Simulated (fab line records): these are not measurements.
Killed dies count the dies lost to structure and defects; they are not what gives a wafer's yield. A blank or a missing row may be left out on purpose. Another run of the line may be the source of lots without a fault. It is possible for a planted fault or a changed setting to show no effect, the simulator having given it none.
The tool behind it: which one? | flow sky130 | 11 lots, 33 wafers sampled, at 3 steps of a route of 708

== WHAT THE GAUGES SHOWED, per wafer ==
SKY_CONTACT_THK_MEAS_01.
lot  | measured     | on            | CONTACT_CVD_00_THK (nm)
L824 | day 31 09:34 | film_metro-04 | 73.4 74.0 74.7
L828 | day 33 01:04 | film_metro-04 | 74.1 75.6 76.3
L830 | day 33 16:37 | film_metro-04 | 73.6 73.5 74.1
L832 | day 34 13:40 | film_metro-01 | 73.8 74.4 74.9
L835 | day 35 14:47 | film_metro-02 | 73.3 73.2 75.6
L837 | day 36 07:49 | film_metro-02 | 73.9 74.7 74.9
L838 | day 36 09:57 | film_metro-01 | 75.0 111.6 76.6
L840 | day 36 13:55 | film_metro-04 | 73.7 73.8 73.5
L843 | day 37 12:43 | film_metro-02 | 74.6 75.9 74.8
L842 | day 37 13:26 | film_metro-04 | 111.9 76.0 75.3
L844 | day 37 18:07 | film_metro-01 | 73.9 75.2 75.0

== TOOL THAT RAN EACH LOT (tool first, then ch and the chambers of the sampled wafers, then the start) ==
lot  | SKY_LI_CONTACT_CMP_24         | SKY_CONTACT_CVD_00
L824 | cmp-01 ch 0,2,3, day 30 04:20 | pecvd-02 ch 0,1,2, day 31 09:31
L828 | cmp-01 ch 0,2,3, day 31 21:23 | pecvd-02 ch 1,2, day 33 01:01
L830 | cmp-01 ch 0,2, day 32 11:23   | pecvd-04 ch 0,2, day 33 16:35
L832 | cmp-01 ch 0,1, day 33 08:58   | pecvd-02 ch 0,1,2, day 34 13:38
L835 | cmp-01 ch 0,2,3, day 34 11:39 | pecvd-04 ch 0,2, day 35 14:45
L837 | cmp-01 ch 1,2,3, day 34 17:32 | pecvd-03 ch 1,2, day 36 07:46
L838 | cmp-02 ch 2,3, day 35 01:35   | pecvd-02 ch 1,2, day 36 09:55
L840 | cmp-02 ch 0,3, day 35 11:12   | pecvd-03 ch 0,1,2, day 36 13:52
L843 | cmp-01 ch 0,3, day 36 09:43   | pecvd-03 ch 0,2, day 37 12:39
L842 | cmp-02 ch 0,1,2, day 36 09:58 | pecvd-02 ch 0,1, day 37 13:23
L844 | cmp-02 ch 0,1,2, day 36 15:02 | pecvd-04 ch 0,2, day 37 18:04
- SKY_LI_CONTACT_CMP_24: polishes, stops on PSG, t overpolish 20 s, target thk 0 nm.
- SKY_CONTACT_CVD_00: deposits Si3N4, target thk 75 nm.

== THE ANSWER, worked out from the rows above alone ==
Rule: the usual values come from the lots themselves. Put in order of their means at a reading, lots are off if they are a third of the lots or fewer, leave a main group of 4 or more, and stand apart from it by a gap of 3 or more times the standard deviation of the main group's means; of several such gaps the widest counts. Not used: any main group whose means are identical at the precision the tables above print for the reading. A lot without any number at a reading at which 4 lots or more have one is off too. The other lots that the step has rows for count as sound.
Off: L838, L842, at SKY_CONTACT_THK_MEAS_01 (CONTACT_CVD_00_THK). For the main group the mean is 74.4 nm and the standard deviation 0.55.
A tool fits if, at a process step before that reading, it ran every lot that is off, and no sound lot after the first of them. Gauges at SKY_CONTACT_THK_MEAS_01: tried the same way as those tools. One fits: pecvd-02 at SKY_CONTACT_CVD_00. A fault onset in the window from L832 (day 34 13:38, its last sound lot) to L838 (day 36 09:55, its first lot off) fits.

== WHAT HAD BEEN PUT IN BY THE SIMULATOR ==
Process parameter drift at SKY_CONTACT_CVD_00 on pecvd-02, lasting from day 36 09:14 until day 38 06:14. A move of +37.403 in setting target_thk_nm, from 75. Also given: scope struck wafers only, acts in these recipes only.
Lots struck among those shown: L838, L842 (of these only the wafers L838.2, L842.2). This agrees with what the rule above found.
